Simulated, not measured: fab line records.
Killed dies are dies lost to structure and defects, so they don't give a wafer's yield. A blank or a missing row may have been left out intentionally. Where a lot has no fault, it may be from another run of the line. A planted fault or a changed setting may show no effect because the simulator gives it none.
fab line records    flow gf180mcu
record lots=6  wafers=18  last_day=34
route steps=602 shown TOP_METAL@571
lots untouched by any fault: they come from a run of this same line in which no faults occurred
start_h: the number of hours between the record's first day and the start of the first shown wafer of the lot    wait_h: time in hours since the lot's previous step    " repeats the value in the row above    L1.1+2: a row that stands for several wafers    - no value present, or no start provided    * or withheld: withheld    < > ~ a bound
route shown NAME@n: a module of which the file shows steps, and the number in the route of the first    usual: mean/standard deviation of fault-free wafers    same: alike in all rows    chamber/n: place in a boat    sites: readings site by site    _std_site: the standard deviation of these    _edge_site: inner sites' mean taken away from outer sites' mean    radius_mm: how far each site lies from the wafer's centre    mask NAME#n: copy n    behind: the tool/chamber that last shaped the wafer    hold: reason for holding the lot/hours on hold/outcome of the hold    device: which transistor (n, p or np) failed to switch    end of line: tests run on the same wafers once the route is complete    a step with no rows: only its recipe    killed: not the wafer's yield, but the dies lost to structure and defects at the first sort    map: per-die view of a wafer (x killed, . not killed, _ where there is no die)
set.NAME: the setting that was run; set.NAME@STEP: the one run at that earlier step    model.NAME: the simulator's own value behind a step, which no gauge read
certain route steps with their lots: each step a table, each wafer a row
services: the hour from which a tool's chamber was out of use, counted from the record's first day as start_h (under 0 if before that day), plus the number of hours and why
## steps
# step GF_TOP_METAL_SPUTTER_04
# recipe material=TiN  target_thk_nm=25  power_w=6500  time_s=20.8  chamber_pressure_pa=0.4
# usual chamber_pressure_pa=0.3999/0.00078  throttle_valve_pct=29.4/0.93
lot.wafer  tool            chamber  start_h  wait_h  chamber_pressure_pa  throttle_valve_pct
L138.1     pvd_sputter-01  -        675.19   0.0     0.3997               30.2
L138.3     "               -        "        "       0.3998               30.6
L138.4     "               -        "        "       0.4013               29.1
L144.2     pvd_sputter-03  -        715.38   0.0     0.4010               28.7
L144.4     "               -        "        "       0.3995               28.6
L144.5     "               -        "        "       0.4005               28.7
L149.2     pvd_sputter-04  -        746.15   0.0     0.4000               28.2
L149.3     "               -        "        "       0.3993               29.2
L149.6     "               -        "        "       0.3996               28.2
L151.1     pvd_sputter-01  -        756.68   0.0     0.3994               29.9
L151.2     "               -        "        "       0.4002               29.1
L151.5     "               -        "        "       0.3993               28.1
L152.2     pvd_sputter-04  -        775.38   0.0     0.4005               30.1
L152.3     "               -        "        "       0.4003               31.6
L152.4     "               -        "        "       0.4000               29.3
L155.1     pvd_sputter-03  -        782.37   0.0     0.4002               30.8
L155.2     "               -        "        "       0.3996               28.8
L155.5     "               -        "        "       0.4003               28.6
# step GF_TOP_METAL_RS_MEAS_05
# recipe thk_meas_gauge=four-point-probe  reads=TiN_of_TOP_METAL_SPUTTER_04+Ti_of_TOP_METAL_SPUTTER_03+AlCu_of_TOP_METAL_SPUTTER_02+TiN_of_TOP_METAL_SPUTTER_01+Ti_of_TOP_METAL_SPUTTER_00
# usual TOP_METAL_ALCU_RS=0.0328/0.00032
lot.wafer  tool           chamber  start_h  wait_h  TOP_METAL_ALCU_RS[ohm/sq]
L138.1     film_metro-04  -        675.22   0.0     0.0326
L138.3     "              -        "        "       0.0330
L138.4     "              -        "        "       0.0329
L144.2     film_metro-01  -        715.43   0.0     0.0332
L144.4     "              -        "        "       0.0332
L144.5     "              -        "        "       0.0330
L149.2     film_metro-03  -        746.20   0.0     0.0334
L149.3     "              -        "        "       0.0332
L149.6     "              -        "        "       0.0334
L151.1     film_metro-04  -        756.71   0.0     0.0330
L151.2     "              -        "        "       0.0333
L151.5     "              -        "        "       0.0335
L152.2     film_metro-01  -        775.43   0.0     0.0334
L152.3     "              -        "        "       0.0329
L152.4     "              -        "        "       0.0332
L155.1     film_metro-03  -        782.39   0.0     0.0326
L155.2     "              -        "        "       0.0324
L155.5     "              -        "        "       0.0326
# step GF_TOP_METAL_THK_MEAS_06
# recipe thk_meas_gauge=xrf  reads=AlCu_of_TOP_METAL_SPUTTER_02
# usual TOP_METAL_ALCU_THK=907/9.1
lot.wafer  tool           chamber  start_h  wait_h  TOP_METAL_ALCU_THK[nm]
L138.1     film_metro-04  -        675.34   0.1     913
L138.3     "              -        "        "       894
L138.4     "              -        "        "       900
L144.2     film_metro-01  -        715.54   0.1     903
L144.4     "              -        "        "       901
L144.5     "              -        "        "       906
L149.2     film_metro-03  -        746.31   0.1     889
L149.3     "              -        "        "       897
L149.6     "              -        "        "       889
L151.1     film_metro-04  -        756.83   0.1     895
L151.2     "              -        "        "       888
L151.5     "              -        "        "       885
L152.2     film_metro-01  -        775.54   0.1     898
L152.3     "              -        "        "       909
L152.4     "              -        "        "       910
L155.1     film_metro-03  -        782.51   0.1     920
L155.2     "              -        "        "       919
L155.5     "              -        "        "       914
# step GF_TOP_METAL_DEHYDRATE_07
# recipe temp_c=200  time_s=60
# step GF_TOP_METAL_HMDS_08
# recipe prime_time_s=60  prime_temp_c=120
# step GF_TOP_METAL_COAT_09
# recipe resist=NOVOLAK  spin_rpm=3000  resist_thk_nm=1500
# step GF_TOP_METAL_SOFTBAKE_10
# recipe temp_c=90  time_s=60  resist=NOVOLAK
# step GF_TOP_METAL_EXPOSE_11
# recipe mask_id=MetalTop  target_cd_nm=440  na=0.6  source_shape=conventional  sigma_outer=0.6  dose_mj=170
# step GF_TOP_METAL_PEB_12
# recipe temp_c=withheld  time_s=*  resist=NOVOLAK
# step GF_TOP_METAL_DEVELOP_13
# recipe develop_time_s=60  dev_temp_c=23
# step GF_TOP_METAL_CD_MEAS_14
# recipe target_cd_nm=440
# usual cd_nm=440.1/2.3
lot.wafer  tool       chamber  start_h  wait_h  cd_nm
L138.1     cd_sem-01  -        694.01   0.1     441.7
L138.3     "          -        "        "       442.2
L138.4     "          -        "        "       441.1
L144.2     cd_sem-01  -        732.38   0.1     440.6
L144.4     "          -        "        "       439.0
L144.5     "          -        "        "       436.7
L149.2     cd_sem-01  -        762.23   0.1     440.0
L149.3     "          -        "        "       441.6
L149.6     "          -        "        "       439.3
L151.1     cd_sem-01  -        772.61   0.1     440.3
L151.2     "          -        "        "       442.9
L151.5     "          -        "        "       442.1
L152.2     cd_sem-02  -        790.68   0.1     440.8
L152.3     "          -        "        "       439.2
L152.4     "          -        "        "       441.0
L155.1     cd_sem-01  -        797.56   0.1     439.6
L155.2     "          -        "        "       438.5
L155.5     "          -        "        "       438.5
# step GF_TOP_METAL_OVL_MEAS_15
# usual TOP_METAL_OVL=0.8/1.3
lot.wafer  tool        chamber  start_h  wait_h  TOP_METAL_OVL[nm]
L138.1     overlay-02  -        694.13   0.1     0.3
L138.3     "           -        "        "       0.1
L138.4     "           -        "        "       -0.1
L144.2     overlay-02  -        732.49   0.1     -0.6
L144.4     "           -        "        "       -1.2
L144.5     "           -        "        "       1.7
L149.2     overlay-02  -        762.34   0.1     -0.2
L149.3     "           -        "        "       2.2
L149.6     "           -        "        "       0.5
L151.1     overlay-02  -        772.73   0.1     0.0
L151.2     "           -        "        "       -1.2
L151.5     "           -        "        "       -1.6
L152.2     overlay-02  -        790.79   0.1     -0.5
L152.3     "           -        "        "       -1.2
L152.4     "           -        "        "       -0.7
L155.1     overlay-02  -        797.68   0.1     -0.8
L155.2     "           -        "        "       1.2
L155.5     "           -        "        "       1.6
# step GF_TOP_METAL_METAL_ETCH_16
# recipe chemistry=Cl2/BCl3  mask_material=NOVOLAK  target_depth_nm=1077.5  stop_on=SiO2  pressure_mtorr=8  icp_w=800  bias_w=140  Cl2_flow_sccm=80  bcl3_flow_sccm=40  time_s=179.6
# usual drypump_motor_current_A=5.6/0.55  he_backside_leak_sccm=3.30/0.23  oes_product_au=0.965/0.0067  throttle_valve_pct=28.258/0.011
lot.wafer  tool          chamber  start_h  wait_h  drypump_motor_current_A  he_backside_leak_sccm  oes_product_au  rf_hours_counter_h  throttle_valve_pct  model.NOVOLAK_of_TOP_METAL_COAT_09.thk_nm
L138.1     rie_metal-03  0        694.17   0.0     5.6                      3.41                   0.970           8                   28.257              1080
L138.3     "             0        "        "       5.6                      3.26                   0.965           -                   28.273              1080
L138.4     "             0        "        "       5.6                      3.33                   0.961           -                   28.254              1080
L144.2     rie_metal-01  1        732.52   0.0     5.0                      3.51                   0.959           5                   28.274              1073
L144.4     "             0        "        "       6.2                      3.30                   0.959           -                   28.248              1056
L144.5     "             1        "        "       5.0                      3.61                   0.967           -                   28.266              1063
L149.2     rie_metal-03  1        762.37   0.0     4.8                      3.08                   0.960           2                   28.257              783.2
L149.3     "             1        "        "       4.8                      2.97                   0.960           -                   28.234              1066
L149.6     "             1        "        "       4.8                      2.99                   0.962           -                   28.260              786.1
L151.1     rie_metal-03  1        772.77   0.0     4.8                      3.29                   0.960           3                   28.285              771.3
L151.2     "             0        "        "       5.6                      3.55                   0.953           12                  28.255              803
L151.5     "             1        "        "       4.8                      3.30                   0.958           -                   28.263              1060
L152.2     rie_metal-01  0        790.82   0.0     6.2                      2.83                   0.957           12                  28.269              1059
L152.3     "             0        "        "       6.2                      2.84                   0.965           -                   28.261              1063
L152.4     "             1        "        "       5.0                      3.56                   0.965           -                   28.290              1071
L155.1     rie_metal-01  1        797.72   0.0     5.1                      3.16                   0.968           8                   28.251              1079
L155.2     "             0        "        "       6.2                      3.41                   0.973           12                  28.239              1073
L155.5     "             1        "        "       5.0                      3.35                   0.975           -                   28.246              1078
# step GF_TOP_METAL_STRIP_17
# recipe chemistry=O2/N2  power_w=1400  pressure_mtorr=1500  platen_temp_c=250  o2_flow_sccm=3000  n2_flow_sccm=300  overash_fraction=0.5
# usual drypump_motor_current_A=5.7/0.54  heater_power_w=345/31  oes_product_au=0.710/0.0046  strip_time_to_endpoint_s=13.47/0.1
lot.wafer  tool             chamber  start_h  wait_h  drypump_motor_current_A  heater_power_w  oes_product_au  rf_hours_counter_h  strip_time_to_endpoint_s
L138.1     plasma_asher-01  0        694.52   0.3     5.0                      326             0.704           87                  13.56
L138.3     "                1        "        "       6.0                      338             0.710           -                   13.58
L138.4     "                0        "        "       5.0                      324             0.716           -                   13.58
L144.2     plasma_asher-04  1        732.69   0.1     5.3                      290             0.713           116                 13.49
L144.4     "                0        "        "       6.5                      329             0.715           -                   13.29
L144.5     "                1        "        "       5.2                      306             0.717           -                   13.37
L149.2     plasma_asher-01  0        762.54   0.1     5.0                      323             0.659           92                  10.20
L149.3     "                1        "        "       6.0                      343             0.707           -                   13.42
L149.6     "                0        "        "       5.0                      327             0.654           -                   10.22
L151.1     plasma_asher-04  1        772.94   0.1     5.3                      307             0.652           3                   10.06
L151.2     "                0        "        "       6.5                      327             0.656           3                   10.43
L151.5     "                0        "        "       6.6                      334             0.705           -                   13.34
L152.2     plasma_asher-04  0        790.99   0.1     6.6                      331             0.714           5                   13.33
L152.3     "                0        "        "       6.5                      329             0.709           -                   13.35
L152.4     "                1        "        "       5.2                      311             0.721           -                   13.48
L155.1     plasma_asher-04  1        797.89   0.1     5.3                      310             0.704           6                   13.56
L155.2     "                0        "        "       6.6                      320             0.703           6                   13.47
L155.5     "                0        "        "       6.6                      336             0.704           -                   13.56
# step GF_TOP_METAL_STRIP_18
# recipe chemistry=post_etch_residue_remover  time_s=1200  temp_c=72.5
## services
tool             chamber  start_h  hours  kind
plasma_asher-04  -        656.84   2.3    repair
plasma_asher-04  -        658.31   0.5    repair
pvd_sputter-04   3        683.05   -      consumable_replace:kit
pvd_sputter-04   3        683.05   18.0   scheduled_down
pvd_sputter-04   3        683.05   18.0   vent_cycle
rie_metal-03     1        684.40   -      clean
rie_metal-03     1        684.40   21.0   scheduled_down
rie_metal-03     1        684.40   21.0   vent_cycle
pvd_sputter-03   2        702.69   -      consumable_replace:kit
pvd_sputter-03   2        702.69   18.0   scheduled_down
pvd_sputter-03   2        702.69   18.0   vent_cycle
plasma_asher-01  -        705.32   14.0   pm
pvd_sputter-01   1        714.20   -      consumable_replace:kit
pvd_sputter-01   1        714.20   18.0   scheduled_down
pvd_sputter-01   1        714.20   18.0   vent_cycle
plasma_asher-01  -        719.32   15.6   pm
plasma_asher-04  -        724.71   0.5    repair
plasma_asher-04  -        733.75   9.0    pm
plasma_asher-04  0        733.75   9.0    vent_cycle
plasma_asher-04  1        733.75   9.0    vent_cycle
plasma_asher-04  0        742.75   -      clean
plasma_asher-04  1        742.75   -      clean
pvd_sputter-03   -        794.41   10.7   repair
## key
first_sign step=GF_TOP_METAL_STRIP_17  reading=strip_time_to_endpoint_s  direction=down  sigmas=32  usual=*  struck=*
effect step=GF_TOP_METAL_STRIP_17  reading=oes_product_au  direction=down  sigmas=12  usual=0.710  struck=0.655
model_effect step=GF_TOP_METAL_METAL_ETCH_16  value=NOVOLAK_of_TOP_METAL_COAT_09.thk_nm  without=1072  struck=785.9
met_at GF_TOP_METAL_METAL_ETCH_16
struck_wafers L149.2,L149.6,L151.1,L151.2
onset_between 694.17 762.37
fault kind=process_parameter_drift  tool=rie_metal-03  chamber=-  onset_h=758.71  steps=GF_TOP_METAL_METAL_ETCH_16  channel=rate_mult  offset=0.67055  shape=step  end_h=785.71  scope=struck_wafers_only
